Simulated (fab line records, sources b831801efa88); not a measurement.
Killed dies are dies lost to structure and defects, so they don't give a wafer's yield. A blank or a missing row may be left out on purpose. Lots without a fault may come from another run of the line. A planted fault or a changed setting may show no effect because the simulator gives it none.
Chamber matching | flow gf180mcu | GF_V5_CVD_02 on pecvd-03: 3 sister chambers
The step deposits SiO2 from TEOS, target thk 1450 nm, time 163.28 s. 20 wafers are shown with their chamber, then 10 later ones without.

WAFERS WITH THEIR CHAMBER
wafer  | chamber | heater_power_w (W)
L075.1 | 1       | 695
L075.2 | 0       | 667
L075.5 | 1       | 755
L077.2 | 0       | 664
L077.3 | 1       | 748
L077.6 | 2       | 580
L079.2 | 1       | 681
L079.5 | 1       | 751
L079.6 | 0       | 649
L084.1 | 0       | 678
L084.3 | 1       | 675
L084.4 | 2       | 592
L085.1 | 0       | 675
L085.2 | 1       | 713
L085.3 | 2       | 664
L085.4 | 1       | 753
L085.5 | 0       | 532
L085.6 | 2       | 728
L087.3 | 2       | 686
L087.4 | 1       | 726

SIGNATURES (means of the wafers above)
reading        | chamber 0 | chamber 1 | chamber 2 | scatter within a chamber
heater_power_w | 644.17    | 721.89    | 650.00    | 48.3
Rule: a wafer's distance from a chamber is the root of the sum, over the readings, of the square of ((its reading less the chamber's mean) divided by the reading's scatter). The wafer belongs to the nearest chamber; if the next one is less than 2 further off, it can't be placed. The scatter: the root of (the sum of the squares of (reading less its chamber's mean) over the shown wafers, divided by (wafers less chambers)).

WAFERS WITHOUT THEIR CHAMBER
wafer  | heater_power_w (W)
L087.5 | 584
L089.1 | 699
L089.2 | 766
L089.3 | 551
L091.1 | 709
L091.3 | 612
L091.5 | 670
L092.1 | 756
L092.2 | 664
L092.5 | 628

WHICH CHAMBER EACH WENT THROUGH
wafer  | from the rows above          | in truth
L087.5 | can't be placed: 0 or 2 or 1 | 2
L089.1 | can't be placed: 1 or 2 or 0 | 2
L089.2 | can't be placed: 1 or 2 or 0 | 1
L089.3 | can't be placed: 0 or 2 or 1 | 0
L091.1 | can't be placed: 1 or 2 or 0 | 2
L091.3 | can't be placed: 0 or 2 or 1 | 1
L091.5 | can't be placed: 2 or 0 or 1 | 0
L092.1 | can't be placed: 1 or 2 or 0 | 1
L092.2 | can't be placed: 2 or 0 or 1 | 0
L092.5 | can't be placed: 0 or 2 or 1 | 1
Placed correctly: 0 of 10. Can't be placed from these rows: 10 (the true chamber is among the candidates in 10). Placed wrongly: 0.
